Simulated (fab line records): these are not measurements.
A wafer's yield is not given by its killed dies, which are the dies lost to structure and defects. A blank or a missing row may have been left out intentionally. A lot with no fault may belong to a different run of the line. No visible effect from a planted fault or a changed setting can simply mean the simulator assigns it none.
fab line records	flow sky130
record lots=7	wafers=21	lastDay=50
route steps=708 shown LDD_P@257 LDD_HVN@267 LDD_HVP@278 LDD_LDN@289 RES_XHIGH@341 PAD_OPEN@708
lots that met no fault: from a run of the same line without faults
startH: hours from the record's opening day to when the first of the lot's shown wafers began	waitH: hours since the lot's step before	" as in the row above	L1.1+2: several wafers, shown together as one row	- no value, or no start was given	* or withheld: withheld	< > ~ a bound
route shown NAME@n: NAME is a module with steps in the file, n the number in the route of the first one	usual: the fault-free wafers' mean and standard deviation	same: alike in all rows	chamber/n: place in a boat	sites: the reading at each site	_std_site: their standard deviation	_edge_site: outer sites' mean less inner sites'	radiusMm: how far each site lies from the wafer's centre	mask NAME#n: copy n	behind: tool/chamber where the wafer was last shaped	hold: the reason the lot was held/the length of the hold in hours/how it ended	device: the transistor (n, p or np) that didn't switch	end of line: the route-end tests of the same wafers	a step with no rows: only its recipe	killed: not the wafer's yield, but the dies lost to structure and defects at the first sort	map: a wafer's dies, x killed, . not, _ none there
set.NAME: the setting as run; set.NAME@STEP: as run at that earlier step	model.NAME: the simulator's own value behind a step, which no gauge read
a table for each step, a row for each wafer; lots at some steps of the route
services: when a tool's chamber went out of use (startH, in hours from the record's first day, below 0 if earlier), for how many hours, and the reason
## steps
# step SKY_LDD_P_COAT_02
# recipe resist=NOVOLAK	spinRpm=3000	resistThkNm=1140
# step SKY_LDD_P_SOFTBAKE_03
# recipe tempC=90	timeS=60	resist=NOVOLAK
# step SKY_LDD_P_EXPOSE_04
# recipe maskId=PSDM	na=0.6	sourceShape=conventional	sigmaOuter=0.6	polarization=unpolarized	targetCdNm=380	doseMj=138
# step SKY_LDD_P_PEB_05
# recipe tempC=withheld	timeS=*	resist=NOVOLAK
# step SKY_LDD_P_DEVELOP_06
# recipe resist=NOVOLAK	developer=TMAH	developTimeS=60	devTempC=23
# step SKY_LDD_P_CD_MEAS_07
# recipe targetCdNm=380
# usual cdNm=379.8/2.8
lot.wafer	tool	chamber	startH	waitH	cdNm
L423.2	cdSem-01	-	435.20	0.1	377.8
L423.3	"	-	"	"	376.1
L423.5	"	-	"	"	377.4
L425.1	cdSem-02	-	448.03	0.1	378.7
L425.2	"	-	"	"	376.4
L425.3	"	-	"	"	379.0
L434.2	cdSem-02	-	531.64	0.1	383.2
L434.3	"	-	"	"	382.1
L434.5	"	-	"	"	385.1
L433.1	cdSem-02	-	536.28	0.1	381.9
L433.3	"	-	"	"	383.1
L433.4	"	-	"	"	381.9
L435.1	cdSem-01	-	550.02	0.1	378.6
L435.2	"	-	"	"	378.7
L435.3	"	-	"	"	376.2
L437.1	cdSem-02	-	571.93	0.1	383.1
L437.3	"	-	"	"	384.8
L437.4	"	-	"	"	387.3
L445.1	cdSem-01	-	624.42	0.1	377.0
L445.3	"	-	"	"	378.9
L445.5	"	-	"	"	376.9
# step SKY_LDD_P_OVL_MEAS_08
# usual LDD_P_OVL=-0.3/1.5
lot.wafer	tool	chamber	startH	waitH	LDD_P_OVL[nm]
L423.2	overlay-02	-	435.31	0.1	0.0
L423.3	"	-	"	"	1.1
L423.5	"	-	"	"	-0.5
L425.1	overlay-01	-	448.15	0.1	0.0
L425.2	"	-	"	"	-1.9
L425.3	"	-	"	"	-1.7
L434.2	overlay-02	-	531.74	0.1	0.1
L434.3	"	-	"	"	0.2
L434.5	"	-	"	"	-1.6
L433.1	overlay-02	-	536.40	0.1	-1.9
L433.3	"	-	"	"	-0.7
L433.4	"	-	"	"	1.0
L435.1	overlay-01	-	550.14	0.1	0.1
L435.2	"	-	"	"	0.6
L435.3	"	-	"	"	1.3
L437.1	overlay-02	-	572.05	0.1	-1.6
L437.3	"	-	"	"	-2.6
L437.4	"	-	"	"	-2.5
L445.1	overlay-02	-	624.54	0.1	-0.7
L445.3	"	-	"	"	1.5
L445.5	"	-	"	"	-0.6
# step SKY_LDD_P_IMPLANT_09
# recipe species=BF2	energyKev=25	doseCm2=9.83e+12	tiltDeg=withheld
# step SKY_LDD_P_STRIP_10
# recipe chemistry=O2/N2	powerW=1400	pressureMtorr=1500	platenTempC=withheld	o2FlowSccm=3000	n2FlowSccm=300	overashFraction=0.5
# usual drypumpMotorCurrentA=5.4/0.35	oesProductAu=0.716/0.0049	stripTimeToEndpointS=14.20/0.04
lot.wafer	tool	chamber	startH	waitH	drypumpMotorCurrentA	oesProductAu	rfHoursCounterH	stripTimeToEndpointS
L423.2	plasmaAsher-04	1	435.49	0.1	5.2	0.718	58	14.17
L423.3	"	0	"	"	5.6	0.710	-	14.26
L423.5	"	1	"	"	5.1	0.715	-	14.23
L425.1	plasmaAsher-01	1	448.34	0.1	5.7	0.718	78	14.18
L425.2	"	0	"	"	4.9	0.709	78	14.17
L425.3	"	0	"	"	4.9	0.723	-	14.15
L434.2	plasmaAsher-04	0	531.92	0.1	5.6	0.713	68	14.12
L434.3	"	0	"	"	5.6	0.723	-	14.14
L434.5	"	1	"	"	5.2	0.717	-	14.13
L433.1	plasmaAsher-01	1	536.59	0.1	5.6	0.708	87	14.20
L433.3	"	1	"	"	5.7	0.719	-	14.23
L433.4	"	0	"	"	4.9	0.728	-	14.23
L435.1	plasmaAsher-01	1	550.32	0.1	5.6	0.706	88	14.19
L435.2	"	0	"	"	4.9	0.708	88	14.17
L435.3	"	1	"	"	5.6	0.715	-	14.16
L437.1	plasmaAsher-01	1	572.24	0.1	5.6	0.716	89	14.20
L437.3	"	1	"	"	5.6	0.721	-	14.17
L437.4	"	0	"	"	4.9	0.729	-	14.12
L445.1	plasmaAsher-03	0	624.72	0.1	5.0	0.717	52	14.15
L445.3	"	1	"	"	5.9	0.725	-	14.16
L445.5	"	1	"	"	6.0	0.719	-	14.20
# step SKY_LDD_P_TW_MEAS_11
# usual LDD_P_TW=624/11
lot.wafer	tool	chamber	startH	waitH	LDD_P_TW
L423.2	filmMetro-03	-	435.60	0.1	625
L423.3	"	-	"	"	632
L423.5	"	-	"	"	629
L425.1	filmMetro-02	-	448.44	0.1	614
L425.2	"	-	"	"	616
L425.3	"	-	"	"	613
L434.2	filmMetro-02	-	532.03	0.1	614
L434.3	"	-	"	"	612
L434.5	"	-	"	"	611
L433.1	filmMetro-03	-	536.69	0.1	631
L433.3	"	-	"	"	630
L433.4	"	-	"	"	628
L435.1	filmMetro-04	-	550.42	0.1	643
L435.2	"	-	"	"	639
L435.3	"	-	"	"	639
L437.1	filmMetro-02	-	572.34	0.1	618
L437.3	"	-	"	"	619
L437.4	"	-	"	"	618
L445.1	filmMetro-04	-	624.82	0.1	642
L445.3	"	-	"	"	641
L445.5	"	-	"	"	642
# step SKY_LDD_HVN_DEHYDRATE_00
# recipe tempC=200	timeS=60
# step SKY_LDD_HVN_HMDS_01
# recipe primeTimeS=60	primeTempC=120
# step SKY_LDD_HVN_COAT_02
# recipe resist=NOVOLAK	spinRpm=3000	resistThkNm=300
# usual chillPlateTempC=22.98/0.097	dispensePressureKPa=47.3/2.4
lot.wafer	tool	chamber	startH	waitH	chillPlateTempC	dispensePressureKPa
L423.2	lithoTrack-01	0	450.41	0.1	22.83	44.5
L423.3	"	0	"	"	22.95	44.4
L423.5	"	0	"	"	22.93	44.5
L425.1	lithoTrack-03	0	463.92	0.1	23.21	49.0
L425.2	"	0	"	"	23.01	49.0
L425.3	"	0	"	"	22.97	49.0
L434.2	lithoTrack-01	-	546.45	0.1	-	-
L434.3	"	-	"	"	-	-
L434.5	"	-	"	"	-	-
L433.1	lithoTrack-01	-	551.73	0.1	-	-
L433.3	"	-	"	"	-	-
L433.4	"	-	"	"	-	-
L435.1	lithoTrack-03	-	564.92	0.1	-	-
L435.2	"	-	"	"	-	-
L435.3	"	-	"	"	-	-
L437.1	lithoTrack-02	0	587.72	0.1	23.01	49.7
L437.3	"	0	"	"	22.84	49.7
L437.4	"	0	"	"	22.84	49.7
L445.1	lithoTrack-02	0	639.12	0.1	22.93	49.7
L445.3	"	0	"	"	22.97	49.7
L445.5	"	0	"	"	22.99	49.7
# step SKY_LDD_HVN_SOFTBAKE_03
# recipe tempC=90	timeS=60	resist=NOVOLAK
# step SKY_LDD_HVN_EXPOSE_04
# recipe maskId=HVNTM	na=0.6	sourceShape=conventional	sigmaOuter=0.6	polarization=unpolarized	targetCdNm=700	doseMj=127
# step SKY_LDD_HVN_PEB_05
# recipe tempC=withheld	timeS=*	resist=NOVOLAK
# step SKY_LDD_HVN_DEVELOP_06
# recipe resist=NOVOLAK	developer=TMAH	developTimeS=60	devTempC=23
# step SKY_LDD_HVN_OVL_MEAS_07
# usual LDD_HVN_OVL=0.6/1.4
lot.wafer	tool	chamber	startH	waitH	LDD_HVN_OVL[nm]
L423.2	overlay-02	-	466.08	0.1	0.2
L423.3	"	-	"	"	-0.1
L423.5	"	-	"	"	-0.3
L425.1	overlay-01	-	478.83	0.1	-1.4
L425.2	"	-	"	"	-0.5
L425.3	"	-	"	"	0.8
L434.2	overlay-01	-	561.89	0.1	-
L434.3	"	-	"	"	-
L434.5	"	-	"	"	-
L433.1	overlay-02	-	566.28	0.1	-
L433.3	"	-	"	"	-
L433.4	"	-	"	"	-
L435.1	overlay-02	-	579.77	0.1	-
L435.2	"	-	"	"	-
L435.3	"	-	"	"	-
L437.1	overlay-02	-	602.03	0.1	2.0
L437.3	"	-	"	"	0.5
L437.4	"	-	"	"	-0.5
L445.1	overlay-02	-	653.43	0.1	2.7
L445.3	"	-	"	"	2.3
L445.5	"	-	"	"	1.9
# step SKY_LDD_HVN_IMPLANT_08
# recipe species=P	energyKev=60	doseCm2=3e+13	tiltDeg=40
# step SKY_LDD_HVN_STRIP_09
# recipe chemistry=O2/N2	powerW=1400	pressureMtorr=1500	platenTempC=withheld	o2FlowSccm=3000	n2FlowSccm=300	overashFraction=0.5
# usual drypumpMotorCurrentA=5.6/0.59	oesProductAu=0.409/0.0046	stripTimeToEndpointS=4.135/0.016
lot.wafer	tool	chamber	startH	waitH	drypumpMotorCurrentA	oesProductAu	rfHoursCounterH	stripTimeToEndpointS
L423.2	plasmaAsher-01	0	466.26	0.1	4.9	0.404	80	4.145
L423.3	"	0	"	"	4.9	0.420	-	4.150
L423.5	"	0	"	"	4.9	0.409	-	4.158
L425.1	plasmaAsher-01	0	479.02	0.1	4.9	0.407	81	4.129
L425.2	"	1	"	"	5.7	0.403	81	4.149
L425.3	"	0	"	"	4.9	0.411	-	4.174
L434.2	plasmaAsher-02	0	562.07	0.1	6.8	-	13	-
L434.3	"	1	"	"	5.3	-	-	-
L434.5	"	1	"	"	5.3	-	-	-
L433.1	plasmaAsher-04	0	566.47	0.1	5.7	-	72	-
L433.3	"	0	"	"	5.6	-	-	-
L433.4	"	1	"	"	5.2	-	-	-
L435.1	plasmaAsher-02	1	579.95	0.1	5.3	-	15	-
L435.2	"	0	"	"	6.8	-	15	-
L435.3	"	0	"	"	6.8	-	-	-
L437.1	plasmaAsher-01	0	602.22	0.1	4.9	0.407	93	4.121
L437.3	"	1	"	"	5.6	0.416	-	4.116
L437.4	"	0	"	"	4.9	0.404	-	4.112
L445.1	plasmaAsher-04	1	653.62	0.1	5.1	0.409	81	4.109
L445.3	"	0	"	"	5.6	0.404	-	4.118
L445.5	"	0	"	"	5.6	0.411	-	4.105
# step SKY_LDD_HVN_TW_MEAS_10
# usual LDD_HVN_TW=1437/16
lot.wafer	tool	chamber	startH	waitH	LDD_HVN_TW
L423.2	filmMetro-03	-	466.37	0.1	1426
L423.3	"	-	"	"	1424
L423.5	"	-	"	"	1417
L425.1	filmMetro-04	-	479.12	0.1	1456
L425.2	"	-	"	"	1449
L425.3	"	-	"	"	1454
L434.2	filmMetro-01	-	562.18	0.1	1425
L434.3	"	-	"	"	1419
L434.5	"	-	"	"	1426
L433.1	filmMetro-04	-	566.57	0.1	1457
L433.3	"	-	"	"	1460
L433.4	"	-	"	"	1459
L435.1	filmMetro-03	-	580.05	0.1	1421
L435.2	"	-	"	"	1425
L435.3	"	-	"	"	1424
L437.1	filmMetro-03	-	602.32	0.1	1416
L437.3	"	-	"	"	1413
L437.4	"	-	"	"	1420
L445.1	filmMetro-04	-	653.72	0.1	1453
L445.3	"	-	"	"	1464
L445.5	"	-	"	"	1454
# step SKY_LDD_HVP_DEHYDRATE_00
# recipe tempC=200	timeS=60
# step SKY_LDD_HVP_HMDS_01
# recipe primeTimeS=60	primeTempC=120
# step SKY_LDD_HVP_COAT_02
# recipe resist=NOVOLAK	spinRpm=3000	resistThkNm=300
# step SKY_LDD_HVP_SOFTBAKE_03
# recipe tempC=90	timeS=60	resist=NOVOLAK
# step SKY_LDD_HVP_EXPOSE_04
# recipe maskId=HVPTM	na=0.6	sourceShape=conventional	sigmaOuter=0.6	polarization=unpolarized	targetCdNm=700	doseMj=86
# step SKY_LDD_HVP_PEB_05
# recipe tempC=withheld	timeS=*	resist=NOVOLAK
# step SKY_LDD_HVP_DEVELOP_06
# recipe resist=NOVOLAK	developer=TMAH	developTimeS=60	devTempC=23
# step SKY_LDD_HVP_OVL_MEAS_07
# usual LDD_HVP_OVL=0.1/1.5
lot.wafer	tool	chamber	startH	waitH	LDD_HVP_OVL[nm]
L423.2	overlay-02	-	497.03	0.1	-0.5
L423.3	"	-	"	"	1.2
L423.5	"	-	"	"	-0.4
L425.1	overlay-02	-	508.72	0.1	-0.5
L425.2	"	-	"	"	-0.1
L425.3	"	-	"	"	1.3
L434.2	overlay-01	-	591.32	0.1	0.6
L434.3	"	-	"	"	-0.7
L434.5	"	-	"	"	-0.7
L433.1	overlay-01	-	596.17	0.1	-1.5
L433.3	"	-	"	"	-1.4
L433.4	"	-	"	"	0.2
L435.1	overlay-01	-	609.27	0.1	0.9
L435.2	"	-	"	"	1.1
L435.3	"	-	"	"	0.1
L437.1	overlay-02	-	631.17	0.1	1.8
L437.3	"	-	"	"	1.6
L437.4	"	-	"	"	2.6
L445.1	overlay-02	-	681.62	0.1	-0.3
L445.3	"	-	"	"	-0.6
L445.5	"	-	"	"	-0.8
# step SKY_LDD_HVP_IMPLANT_08
# recipe species=B	energyKev=20	doseCm2=1.7e+13	tiltDeg=17.9
# step SKY_LDD_HVP_STRIP_09
# recipe chemistry=O2/N2	powerW=1400	pressureMtorr=1500	platenTempC=withheld	o2FlowSccm=3000	n2FlowSccm=300	overashFraction=0.5
# usual drypumpMotorCurrentA=5.5/0.58	oesProductAu=0.408/0.0044	stripTimeToEndpointS=4.139/0.013
lot.wafer	tool	chamber	startH	waitH	drypumpMotorCurrentA	oesProductAu	rfHoursCounterH	stripTimeToEndpointS
L423.2	plasmaAsher-02	1	497.21	0.1	5.3	0.403	6	4.125
L423.3	"	0	"	"	6.8	0.405	-	4.153
L423.5	"	1	"	"	5.3	0.414	-	4.121
L425.1	plasmaAsher-02	0	508.90	0.1	6.8	0.418	8	4.160
L425.2	"	1	"	"	5.3	0.413	8	4.137
L425.3	"	0	"	"	6.8	0.407	-	4.162
L434.2	plasmaAsher-02	1	591.50	0.1	5.3	0.406	16	4.130
L434.3	"	0	"	"	6.8	0.400	-	4.141
L434.5	"	0	"	"	6.8	0.403	-	4.138
L433.1	plasmaAsher-01	0	596.35	0.1	4.9	0.403	92	4.134
L433.3	"	1	"	"	5.7	0.408	-	4.130
L433.4	"	0	"	"	4.9	0.405	-	4.152
L435.1	plasmaAsher-03	1	609.45	0.1	5.9	0.407	51	4.140
L435.2	"	0	"	"	5.0	0.408	51	4.127
L435.3	"	1	"	"	5.9	0.403	-	4.137
L437.1	plasmaAsher-03	0	631.35	0.1	5.1	0.413	53	4.131
L437.3	"	1	"	"	5.9	0.410	-	4.127
L437.4	"	0	"	"	5.0	0.416	-	4.139
L445.1	plasmaAsher-01	1	681.80	0.1	5.6	0.410	101	4.148
L445.3	"	0	"	"	4.9	0.423	-	4.156
L445.5	"	1	"	"	5.7	0.400	-	4.141
# step SKY_LDD_HVP_TW_MEAS_10
# usual LDD_HVP_TW=451/4.7
lot.wafer	tool	chamber	startH	waitH	LDD_HVP_TW
L423.2	filmMetro-01	-	497.32	0.1	455
L423.3	"	-	"	"	455
L423.5	"	-	"	"	456
L425.1	filmMetro-03	-	509.00	0.1	452
L425.2	"	-	"	"	452
L425.3	"	-	"	"	455
L434.2	filmMetro-02	-	591.61	0.1	1405
L434.3	"	-	"	"	1409
L434.5	"	-	"	"	1405
L433.1	filmMetro-03	-	596.45	0.1	1440
L433.3	"	-	"	"	1442
L433.4	"	-	"	"	1441
L435.1	filmMetro-03	-	609.55	0.1	1432
L435.2	"	-	"	"	1423
L435.3	"	-	"	"	1429
L437.1	filmMetro-03	-	631.45	0.1	452
L437.3	"	-	"	"	450
L437.4	"	-	"	"	450
L445.1	filmMetro-03	-	681.90	0.1	453
L445.3	"	-	"	"	453
L445.5	"	-	"	"	452
# step SKY_LDD_LDN_DEHYDRATE_00
# recipe tempC=200	timeS=60
# step SKY_LDD_LDN_HMDS_01
# recipe primeTimeS=60	primeTempC=120
# step SKY_LDD_LDN_COAT_02
# recipe resist=NOVOLAK	spinRpm=3000	resistThkNm=1140
# step SKY_LDD_LDN_SOFTBAKE_03
# recipe tempC=90	timeS=60	resist=NOVOLAK
# step SKY_LDD_LDN_EXPOSE_04
# recipe maskId=LDNTM	na=0.6	sourceShape=conventional	sigmaOuter=0.6	polarization=unpolarized	targetCdNm=700	doseMj=140
# step SKY_LDD_LDN_PEB_05
# recipe tempC=withheld	timeS=*	resist=NOVOLAK
# step SKY_LDD_LDN_DEVELOP_06
# recipe resist=NOVOLAK	developer=TMAH	developTimeS=60	devTempC=23
# step SKY_LDD_LDN_OVL_MEAS_07
# usual LDD_LDN_OVL=-0.1/1.4
lot.wafer	tool	chamber	startH	waitH	LDD_LDN_OVL[nm]
L423.2	overlay-01	-	527.52	0.1	2.7
L423.3	"	-	"	"	1.6
L423.5	"	-	"	"	1.5
L425.1	overlay-02	-	538.92	0.1	0.5
L425.2	"	-	"	"	-1.9
L425.3	"	-	"	"	0.5
L434.2	overlay-02	-	620.69	0.1	-0.4
L434.3	"	-	"	"	-1.9
L434.5	"	-	"	"	-0.5
L433.1	overlay-02	-	625.12	0.1	-2.5
L433.3	"	-	"	"	-1.0
L433.4	"	-	"	"	-2.2
L435.1	overlay-01	-	637.62	0.1	-0.9
L435.2	"	-	"	"	-0.1
L435.3	"	-	"	"	-1.4
L437.1	overlay-02	-	659.52	0.1	0.7
L437.3	"	-	"	"	0.9
L437.4	"	-	"	"	1.0
L445.1	overlay-01	-	707.08	1.3	-1.2
L445.3	"	-	"	"	0.1
L445.5	"	-	"	"	-1.4
# step SKY_LDD_LDN_IMPLANT_08
# recipe species=As	energyKev=15	doseCm2=1.25e+13	tiltDeg=withheld	rotationDeg=23
# step SKY_LDD_LDN_IMPLANT_09
# recipe species=As	energyKev=15	doseCm2=1.25e+13	tiltDeg=withheld	rotationDeg=113
# step SKY_LDD_LDN_TW_MEAS_13
# usual LDD_LDN_TW=1469/25
lot.wafer	tool	chamber	startH	waitH	LDD_LDN_TW
L423.2	filmMetro-02	-	528.26	0.1	1432
L423.3	"	-	"	"	1439
L423.5	"	-	"	"	1435
L425.1	filmMetro-02	-	539.65	0.1	1436
L425.2	"	-	"	"	1430
L425.3	"	-	"	"	1435
L434.2	filmMetro-04	-	621.43	0.1	1843
L434.3	"	-	"	"	1840
L434.5	"	-	"	"	1842
L433.1	filmMetro-02	-	625.86	0.1	1764
L433.3	"	-	"	"	1761
L433.4	"	-	"	"	1764
L435.1	filmMetro-01	-	638.36	0.1	1813
L435.2	"	-	"	"	1807
L435.3	"	-	"	"	1810
L437.1	filmMetro-04	-	660.26	0.1	1500
L437.3	"	-	"	"	1496
L437.4	"	-	"	"	1494
L445.1	filmMetro-04	-	709.57	0.2	1491
L445.3	"	-	"	"	1491
L445.5	"	-	"	"	1493
# step SKY_RES_XHIGH_TW_MEAS_09
# usual RES_XHIGH_TW=1639/15
lot.wafer	tool	chamber	startH	waitH	RES_XHIGH_TW
L423.2	filmMetro-01	-	618.68	0.1	1643
L423.3	"	-	"	"	1649
L423.5	"	-	"	"	1646
L425.1	filmMetro-04	-	630.02	0.1	1673
L425.2	"	-	"	"	1664
L425.3	"	-	"	"	1667
L434.2	filmMetro-01	-	705.83	0.1	1918
L434.3	"	-	"	"	1913
L434.5	"	-	"	"	1927
L433.1	filmMetro-01	-	709.22	0.1	1913
L433.3	"	-	"	"	1920
L433.4	"	-	"	"	1914
L435.1	filmMetro-03	-	725.32	0.1	1912
L435.2	"	-	"	"	1918
L435.3	"	-	"	"	1912
L437.1	filmMetro-03	-	748.22	0.1	1624
L437.3	"	-	"	"	1619
L437.4	"	-	"	"	1625
L445.1	filmMetro-03	-	794.77	0.1	1633
L445.3	"	-	"	"	1625
L445.5	"	-	"	"	1635
# step SKY_PAD_OPEN_PROBE_99
# usual killed_at_M0_to_M3=43/7.2	killed_at_M4_up=3.5/2	killedAtContacts=24/5.2	killedAtFrontEnd=15/4.4	killedAtOther=0.2/0.48	killedDies=85/9.4	killedOnRim=16/3.7	killedOpen=46/7.3	killedShort=39/6.1
# same grossDies=492	killedAtBackSide=0
lot.wafer	tool	chamber	startH	waitH	killed_at_M0_to_M3	killed_at_M4_up	killedAtContacts	killedAtFrontEnd	killedAtOther	killedDies	killedOnRim	killedOpen	killedShort
L434.2	prober-02	-	1127.20	0.1	48	7	21	416	0	492	96	39	47
L434.3	prober-02	-	1127.25	0.2	39	3	18	432	0	492	96	43	29
L434.5	prober-02	-	1127.35	0.2	28	2	17	445	0	492	96	34	34
L433.1	prober-02	-	1136.24	0.1	39	3	25	425	0	492	96	38	38
L433.3	prober-02	-	1136.34	0.2	58	2	22	410	0	492	96	59	38
L433.4	prober-02	-	1136.39	0.2	48	2	18	424	0	492	96	49	29
L435.1	prober-01	-	1148.85	0.1	43	3	24	422	0	492	96	45	41
L435.2	prober-01	-	1148.90	0.1	53	3	17	419	0	492	96	49	41
L435.3	prober-01	-	1148.95	0.2	44	5	29	414	0	492	96	56	36
# killed by level:class
L434.2 LDD_HVN:areaExpose=406 VIA2:geometricParticle:open=12 METAL2:geometricParticle:short=9 VIA1:geometricParticle:open=7 CONTACT:geometricParticle:open=6 METAL4:geometricParticle:short=6 LOCAL_INTERCONNECT:geometricParticle:short=5 VIA1:geometricParticle:short=5
L434.3 LDD_HVN:areaExpose=420 VIA1:geometricParticle:open=12 CONTACT:geometricParticle:open=8 METAL1:geometricParticle:short=5 POLY_GATE:geometricParticle:open=4 METAL2:geometricParticle:short=4 LI_CONTACT:geometricParticle:open=4 VIA1:geometricParticle:short=4
L434.5 LDD_HVN:areaExpose=424 CONTACT:geometricParticle:open=9 FIELD_ISO:geometricParticle:open=8 POLY_GATE:geometricParticle:short=6 METAL1:geometricParticle:short=4 VIA1:geometricParticle:open=4 METAL2:geometricParticle:short=4 SPACER:geometricParticle:short=3
L433.1 LDD_HVN:areaExpose=416 CONTACT:geometricParticle:open=10 VIA3:geometricParticle:open=8 METAL1:geometricParticle:short=5 CONTACT:geometricParticle:short=5 VIA1:geometricParticle:open=5 METAL2:geometricParticle:short=5 LI_CONTACT:geometricParticle:open=4
L433.3 LDD_HVN:areaExpose=394 VIA1:geometricParticle:open=18 CONTACT:geometricParticle:short=6 CONTACT:geometricParticle:open=6 VIA3:geometricParticle:open=6 LI_CONTACT:geometricParticle:open=5 METAL1:geometricParticle:open=5 METAL1:geometricParticle:short=5
L433.4 LDD_HVN:areaExpose=414 VIA1:geometricParticle:open=14 VIA2:geometricParticle:open=8 CONTACT:geometricParticle:open=8 VIA3:geometricParticle:open=7 LOCAL_INTERCONNECT:geometricParticle:short=5 METAL2:geometricParticle:short=5 POLY_GATE:geometricParticle:open=4
L435.1 LDD_HVN:areaExpose=406 VIA3:geometricParticle:open=12 CONTACT:geometricParticle:open=8 METAL2:geometricParticle:short=7 VIA1:geometricParticle:open=7 POLY_GATE:geometricParticle:open=6 CONTACT:geometricParticle:short=6 VIA1:geometricParticle:short=6
L435.2 LDD_HVN:areaExpose=402 VIA1:geometricParticle:open=16 VIA1:geometricParticle:short=8 VIA3:geometricParticle:open=8 CONTACT:geometricParticle:open=7 FIELD_ISO:geometricParticle:short=6 VIA2:geometricParticle:open=6 METAL2:geometricParticle:short=6
L435.3 LDD_HVN:areaExpose=400 VIA1:geometricParticle:open=15 CONTACT:geometricParticle:open=12 LI_CONTACT:geometricParticle:open=6 LOCAL_INTERCONNECT:geometricParticle:short=5 CONTACT:geometricParticle:short=5 VIA1:geometricParticle:short=5 METAL2:geometricParticle:short=5
# map L433.1 (x killed, . not)
__________xxxxxxxxxx_________
________xxxxxxxxxxxxxx_______
______xxxxxxxxxxxxxxxxxx_____
_____xxxxxxxxxxxxxxxxxxxx____
____xxxxxxxxxxxxxxxxxxxxxx___
___xxxxxxxxxxxxxxxxxxxxxxxx__
__xxxxxxxxxxxxxxxxxxxxxxxxxx_
_xxxxxxxxxxxxxxxxxxxxxxxxxxxx
_xxxxxxxxxxxxxxxxxxxxxxxxxxxx
_xxxxxxxxxxxxxxxxxxxxxxxxxxxx
_xxxxxxxxxxxxxxxxxxxxxxxxxxxx
_xxxxxxxxxxxxxxxxxxxxxxxxxxxx
_xxxxxxxxxxxxxxxxxxxxxxxxxxxx
_xxxxxxxxxxxxxxxxxxxxxxxxxxxx
_xxxxxxxxxxxxxxxxxxxxxxxxxxxx
__xxxxxxxxxxxxxxxxxxxxxxxxxx_
___xxxxxxxxxxxxxxxxxxxxxxxx__
____xxxxxxxxxxxxxxxxxxxxxx___
_____xxxxxxxxxxxxxxxxxxxx____
______xxxxxxxxxxxxxxxxxx_____
________xxxxxxxxxxxxxx_______
__________xxxxxxxxxx_________
# map L434.2 (x killed, . not)
__________xxxxxxxxxx_________
________xxxxxxxxxxxxxx_______
______xxxxxxxxxxxxxxxxxx_____
_____xxxxxxxxxxxxxxxxxxxx____
____xxxxxxxxxxxxxxxxxxxxxx___
___xxxxxxxxxxxxxxxxxxxxxxxx__
__xxxxxxxxxxxxxxxxxxxxxxxxxx_
_xxxxxxxxxxxxxxxxxxxxxxxxxxxx
_xxxxxxxxxxxxxxxxxxxxxxxxxxxx
_xxxxxxxxxxxxxxxxxxxxxxxxxxxx
_xxxxxxxxxxxxxxxxxxxxxxxxxxxx
_xxxxxxxxxxxxxxxxxxxxxxxxxxxx
_xxxxxxxxxxxxxxxxxxxxxxxxxxxx
_xxxxxxxxxxxxxxxxxxxxxxxxxxxx
_xxxxxxxxxxxxxxxxxxxxxxxxxxxx
__xxxxxxxxxxxxxxxxxxxxxxxxxx_
___xxxxxxxxxxxxxxxxxxxxxxxx__
____xxxxxxxxxxxxxxxxxxxxxx___
_____xxxxxxxxxxxxxxxxxxxx____
______xxxxxxxxxxxxxxxxxx_____
________xxxxxxxxxxxxxx_______
__________xxxxxxxxxx_________
## services
tool	chamber	startH	hours	kind
plasmaAsher-02	-	421.25	9.0	pm
plasmaAsher-02	0	421.25	9.0	ventCycle
plasmaAsher-02	1	421.25	9.0	ventCycle
plasmaAsher-02	0	430.25	-	clean
plasmaAsher-02	1	430.25	-	clean
plasmaAsher-03	-	444.97	2.4	repair
plasmaAsher-02	-	445.38	5.6	repair
plasmaAsher-03	-	470.61	2.8	pm
plasmaAsher-04	-	503.49	2.8	pm
plasmaAsher-02	-	523.77	1.7	repair
plasmaAsher-01	-	556.40	12.4	pm
plasmaAsher-02	-	581.61	2.8	pm
plasmaAsher-02	-	592.81	21.6	repair
plasmaAsher-02	-	636.50	14.6	pm
plasmaAsher-01	-	656.32	3.0	repair
## key
firstSign step=SKY_LDD_HVN_COAT_02	reading=toolRecord	direction=missing
effect step=SKY_LDD_HVN_OVL_MEAS_07	reading=LDD_HVN_OVL	direction=missing
effect step=SKY_LDD_HVP_TW_MEAS_10	reading=LDD_HVP_TW	direction=up	sigmas=99+	usual=451	struck=1425
effect step=SKY_LDD_LDN_TW_MEAS_13	reading=LDD_LDN_TW	direction=up	sigmas=13	usual=1469	struck=1805
effect step=SKY_RES_XHIGH_TW_MEAS_09	reading=RES_XHIGH_TW	direction=up	sigmas=18	usual=1639	struck=1917
effect step=SKY_PAD_OPEN_PROBE_99	reading=killedAtFrontEnd	direction=up	sigmas=93	usual=15	struck=423
moreKillsBornAt SKY_LDD_HVN_EXPOSE_04@ilineStepper-02=3682
metAt SKY_LDD_HVN_COAT_02
struckWafers L433.1,L433.3,L433.4,L434.2,L434.3,L434.5,L435.1,L435.2,L435.3
testerLeftOut L433,L434,L435
onsetBetween 463.92 546.45
fault kind=skippedStepWhole	tool=lithoTrack-01,lithoTrack-03	chamber=-	onsetH=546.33	steps=SKY_LDD_HVN_COAT_02	scope=struckLotsOnly
# testerLeftOut: of these lots the tester's yield and bins aren't shown, on N5 and GAA mostly nor the transistor test; their killed dies are dies lost to structure and defects alone, not to doping, threshold or leakage, so they don't give the yield
